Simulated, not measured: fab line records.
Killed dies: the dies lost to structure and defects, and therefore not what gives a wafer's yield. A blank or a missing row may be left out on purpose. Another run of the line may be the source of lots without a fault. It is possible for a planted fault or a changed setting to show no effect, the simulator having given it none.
Which tool is to blame? || flow sky130 || 14 lots with 42 wafers sampled at 4 steps, on a route of 708 steps

WHAT THE GAUGES SHOWED, per wafer
SKY_VIA3_THK_MEAS_23: measures by xrf.
{"lot": "L119", "measured": "day 39 09:26", "on": "film-metro-01", "VIA3_W_THK (nm)": "395 391 398"}
{"lot": "L120", "measured": "day 39 15:53", "on": "film-metro-02", "VIA3_W_THK (nm)": "396 402 396"}
{"lot": "L121", "measured": "day 39 23:58", "on": "film-metro-04", "VIA3_W_THK (nm)": "389 384 392"}
{"lot": "L122", "measured": "day 40 06:41", "on": "film-metro-01", "VIA3_W_THK (nm)": "401 398 404"}
{"lot": "L124", "measured": "day 41 06:46", "on": "film-metro-01", "VIA3_W_THK (nm)": "398 400 395"}
{"lot": "L125", "measured": "day 42 07:08", "on": "film-metro-01", "VIA3_W_THK (nm)": "410 394 403"}
{"lot": "L127", "measured": "day 42 06:06", "on": "film-metro-02", "VIA3_W_THK (nm)": "397 402 396"}
{"lot": "L128", "measured": "day 42 12:04", "on": "film-metro-02", "VIA3_W_THK (nm)": "409 397 407"}
{"lot": "L137", "measured": "day 45 01:07", "on": "film-metro-04", "VIA3_W_THK (nm)": "396 400 399"}
{"lot": "L138", "measured": "day 45 05:07", "on": "film-metro-04", "VIA3_W_THK (nm)": "394 393 397"}
{"lot": "L139", "measured": "day 45 13:25", "on": "film-metro-04", "VIA3_W_THK (nm)": "403 395 402"}
{"lot": "L140", "measured": "day 45 18:34", "on": "film-metro-02", "VIA3_W_THK (nm)": "399 390 390"}
{"lot": "L141", "measured": "day 45 18:37", "on": "film-metro-04", "VIA3_W_THK (nm)": "388 388 395"}
{"lot": "L142", "measured": "day 45 20:56", "on": "film-metro-01", "VIA3_W_THK (nm)": "402 402 394"}

SKY_CAP2M_OVL_MEAS_12.
{"lot": "L119", "measured": "day 40 10:32", "on": "overlay-01", "CAP2M_OVL (nm)": "1.7 3.7 3.4"}
{"lot": "L120", "measured": "day 40 16:23", "on": "overlay-02", "CAP2M_OVL (nm)": "0.1 2.7 2.3"}
{"lot": "L121", "measured": "day 41 01:03", "on": "overlay-02", "CAP2M_OVL (nm)": "-2.4 0.1 -0.3"}
{"lot": "L122", "measured": "day 41 07:44", "on": "overlay-02", "CAP2M_OVL (nm)": "0.7 -0.2 -1.6"}
{"lot": "L124", "measured": "day 42 06:41", "on": "overlay-01", "CAP2M_OVL (nm)": "2.9 -0.1 1.8"}
{"lot": "L125", "measured": "day 43 06:24", "on": "overlay-02", "CAP2M_OVL (nm)": "1.3 0.9 2.2"}
{"lot": "L127", "measured": "day 43 05:47", "on": "overlay-01", "CAP2M_OVL (nm)": "1.7 1.1 2.8"}
{"lot": "L128", "measured": "day 43 11:06", "on": "overlay-01", "CAP2M_OVL (nm)": "0.6 -1.1 0.1"}
{"lot": "L137", "measured": "day 45 22:14", "on": "overlay-01", "CAP2M_OVL (nm)": "-1.0 0.2 -1.4"}
{"lot": "L138", "measured": "day 46 02:53", "on": "overlay-02", "CAP2M_OVL (nm)": "1.5 3.3 2.9"}
{"lot": "L139", "measured": "day 46 11:20", "on": "overlay-01", "CAP2M_OVL (nm)": "-0.3 3.2 0.6"}
{"lot": "L140", "measured": "day 46 15:19", "on": "overlay-02", "CAP2M_OVL (nm)": "0.7 0.8 -1.4"}
{"lot": "L141", "measured": "day 46 15:38", "on": "overlay-02", "CAP2M_OVL (nm)": "-0.5 -2.6 -0.3"}
{"lot": "L142", "measured": "day 46 17:29", "on": "overlay-02", "CAP2M_OVL (nm)": "0.1 -0.5 0.2"}

TOOL THAT RAN EACH LOT (tool first, then ch and the chambers of the sampled wafers, then the start)
{"lot": "L119", "SKY_METAL3_DESCUM_15": "rie-metal-03 ch 0, day 38 05:02", "SKY_METAL4_SPUTTER_04": "pvd-sputter-03, day 39 10:01"}
{"lot": "L120", "SKY_METAL3_DESCUM_15": "rie-metal-02 ch 0, day 38 12:35", "SKY_METAL4_SPUTTER_04": "pvd-sputter-01, day 39 16:22"}
{"lot": "L121", "SKY_METAL3_DESCUM_15": "rie-metal-02 ch 0,1, day 38 20:42", "SKY_METAL4_SPUTTER_04": "pvd-sputter-03, day 40 00:24"}
{"lot": "L122", "SKY_METAL3_DESCUM_15": "rie-metal-03 ch 0,1, day 39 03:18", "SKY_METAL4_SPUTTER_04": "pvd-sputter-03, day 40 07:07"}
{"lot": "L124", "SKY_METAL3_DESCUM_15": "rie-metal-04 ch 1, day 40 04:08", "SKY_METAL4_SPUTTER_04": "pvd-sputter-03, day 41 07:14"}
{"lot": "L125", "SKY_METAL3_DESCUM_15": "rie-metal-03 ch 0,1, day 41 03:28", "SKY_METAL4_SPUTTER_04": "pvd-sputter-02, day 42 07:35"}
{"lot": "L127", "SKY_METAL3_DESCUM_15": "rie-metal-04 ch 0,1, day 41 03:45", "SKY_METAL4_SPUTTER_04": "pvd-sputter-02, day 42 06:34"}
{"lot": "L128", "SKY_METAL3_DESCUM_15": "rie-metal-02 ch 0,1, day 41 09:27", "SKY_METAL4_SPUTTER_04": "pvd-sputter-03, day 42 12:32"}
{"lot": "L137", "SKY_METAL3_DESCUM_15": "rie-metal-04 ch 1, day 43 23:48", "SKY_METAL4_SPUTTER_04": "pvd-sputter-02, day 45 01:34"}
{"lot": "L138", "SKY_METAL3_DESCUM_15": "rie-metal-03 ch 0,1, day 44 04:35", "SKY_METAL4_SPUTTER_04": "pvd-sputter-03, day 45 05:34"}
{"lot": "L139", "SKY_METAL3_DESCUM_15": "rie-metal-02 ch 0,1, day 44 13:17", "SKY_METAL4_SPUTTER_04": "pvd-sputter-03, day 45 14:15"}
{"lot": "L140", "SKY_METAL3_DESCUM_15": "rie-metal-02 ch 0,1, day 44 18:06", "SKY_METAL4_SPUTTER_04": "pvd-sputter-01, day 45 19:02"}
{"lot": "L141", "SKY_METAL3_DESCUM_15": "rie-metal-03 ch 0,1, day 44 18:34", "SKY_METAL4_SPUTTER_04": "pvd-sputter-03, day 45 19:04"}
{"lot": "L142", "SKY_METAL3_DESCUM_15": "rie-metal-04 ch 0, day 44 21:17", "SKY_METAL4_SPUTTER_04": "pvd-sputter-03, day 45 21:24"}
- SKY_METAL3_DESCUM_15: chemistry O2, time 8 s.
- SKY_METAL4_SPUTTER_04: material TiN, target thk 70 nm, time 58.3 s.

AS READ BY THE TOOLS THEMSELVES (means over the sampled wafers that have a number; for cases with no such wafer, the mark the record gives instead)
SKY_METAL3_DESCUM_15.
{"lot": "L119", "tool": "rie-metal-03", "drypump-motor-current-A (A)": 5.9, "oes-product-au (a.u.)": 0.996}
{"lot": "L120", "tool": "rie-metal-02", "drypump-motor-current-A (A)": 6.0, "oes-product-au (a.u.)": 0.998}
{"lot": "L121", "tool": "rie-metal-02", "drypump-motor-current-A (A)": 6.1, "oes-product-au (a.u.)": 1.009}
{"lot": "L122", "tool": "rie-metal-03", "drypump-motor-current-A (A)": 5.6, "oes-product-au (a.u.)": 0.999}
{"lot": "L124", "tool": "rie-metal-04", "drypump-motor-current-A (A)": 4.9, "oes-product-au (a.u.)": 1.016}
{"lot": "L125", "tool": "rie-metal-03", "drypump-motor-current-A (A)": 5.5, "oes-product-au (a.u.)": 0.998}
{"lot": "L127", "tool": "rie-metal-04", "drypump-motor-current-A (A)": 5.5, "oes-product-au (a.u.)": 0.999}
{"lot": "L128", "tool": "rie-metal-02", "drypump-motor-current-A (A)": 6.1, "oes-product-au (a.u.)": 1.006}
{"lot": "L137", "tool": "rie-metal-04", "drypump-motor-current-A (A)": 4.9, "oes-product-au (a.u.)": 1.006}
{"lot": "L138", "tool": "rie-metal-03", "drypump-motor-current-A (A)": 5.7, "oes-product-au (a.u.)": 1.003}
{"lot": "L139", "tool": "rie-metal-02", "drypump-motor-current-A (A)": 6.1, "oes-product-au (a.u.)": 1.009}
{"lot": "L140", "tool": "rie-metal-02", "drypump-motor-current-A (A)": 6.0, "oes-product-au (a.u.)": 0.998}
{"lot": "L141", "tool": "rie-metal-03", "drypump-motor-current-A (A)": 5.7, "oes-product-au (a.u.)": 0.999}
{"lot": "L142", "tool": "rie-metal-04", "drypump-motor-current-A (A)": 6.5, "oes-product-au (a.u.)": 0.998}

SKY_METAL4_SPUTTER_04.
{"lot": "L119", "tool": "pvd-sputter-03", "cathode-dc-power-W (W)": 6500.7, "chamber-pressure-pa (Pa)": 0.3992, "throttle-valve-pct (%)": 30.7}
{"lot": "L120", "tool": "pvd-sputter-01", "cathode-dc-power-W (W)": 6500.1, "chamber-pressure-pa (Pa)": 0.4011, "throttle-valve-pct (%)": 30.3}
{"lot": "L121", "tool": "pvd-sputter-03", "cathode-dc-power-W (W)": 6500.4, "chamber-pressure-pa (Pa)": 0.3998, "throttle-valve-pct (%)": 30.4}
{"lot": "L122", "tool": "pvd-sputter-03", "cathode-dc-power-W (W)": 6500.2, "chamber-pressure-pa (Pa)": 0.4001, "throttle-valve-pct (%)": 29.7}
{"lot": "L124", "tool": "pvd-sputter-03", "cathode-dc-power-W (W)": 6500.7, "chamber-pressure-pa (Pa)": 0.3994, "throttle-valve-pct (%)": 29.5}
{"lot": "L125", "tool": "pvd-sputter-02", "cathode-dc-power-W (W)": 6499.6, "chamber-pressure-pa (Pa)": 0.4002, "throttle-valve-pct (%)": 29.1}
{"lot": "L127", "tool": "pvd-sputter-02", "cathode-dc-power-W (W)": 6500.3, "chamber-pressure-pa (Pa)": 0.4002, "throttle-valve-pct (%)": 29.8}
{"lot": "L128", "tool": "pvd-sputter-03", "cathode-dc-power-W (W)": 6499.8, "chamber-pressure-pa (Pa)": 0.3998, "throttle-valve-pct (%)": 29.5}
{"lot": "L137", "tool": "pvd-sputter-02", "cathode-dc-power-W (W)": "-", "chamber-pressure-pa (Pa)": "-", "throttle-valve-pct (%)": "-"}
{"lot": "L138", "tool": "pvd-sputter-03", "cathode-dc-power-W (W)": "-", "chamber-pressure-pa (Pa)": "-", "throttle-valve-pct (%)": "-"}
{"lot": "L139", "tool": "pvd-sputter-03", "cathode-dc-power-W (W)": 6500.5, "chamber-pressure-pa (Pa)": 0.3995, "throttle-valve-pct (%)": 30.6}
{"lot": "L140", "tool": "pvd-sputter-01", "cathode-dc-power-W (W)": 6498.5, "chamber-pressure-pa (Pa)": 0.4009, "throttle-valve-pct (%)": 31.3}
{"lot": "L141", "tool": "pvd-sputter-03", "cathode-dc-power-W (W)": 6501.0, "chamber-pressure-pa (Pa)": 0.3994, "throttle-valve-pct (%)": 29.7}
{"lot": "L142", "tool": "pvd-sputter-03", "cathode-dc-power-W (W)": 6499.6, "chamber-pressure-pa (Pa)": 0.3993, "throttle-valve-pct (%)": 29.3}

THE ANSWER, worked out from the rows above alone
Rule: the lots themselves supply what counts as usual. Put in order of their means at a reading, lots are off if they are a third of the lots or fewer, leave a main group of 4 or more, and stand apart from it by a gap of 3 or more times the standard deviation of the main group's means; of several such gaps the widest counts. If all means in a main group match to the digits the tables above print for the reading, that group is not used. Also off: a lot with no number at a reading for which 4 or more lots have one. Where the step has rows for the other lots, those lots are counted as sound. The gauges are gone through in route order, then the tools' own readings, and for those a lot's mean is taken as printed above. At the first step where some lot is off, the reading lying furthest off is the one used; lots without a number count as furthest.
Off at SKY_METAL4_SPUTTER_04 (cathode-dc-power-W): L137, L138. Without a number there: L137, L138. The main group has a mean of 6500.1 W with a standard deviation of 0.64.
If a tool, at that step or one of the process steps before it, ran each lot that is off and ran no sound lot following the first of them, it fits. Of those tried, none fits.

WHAT THE SIMULATOR PUT IN
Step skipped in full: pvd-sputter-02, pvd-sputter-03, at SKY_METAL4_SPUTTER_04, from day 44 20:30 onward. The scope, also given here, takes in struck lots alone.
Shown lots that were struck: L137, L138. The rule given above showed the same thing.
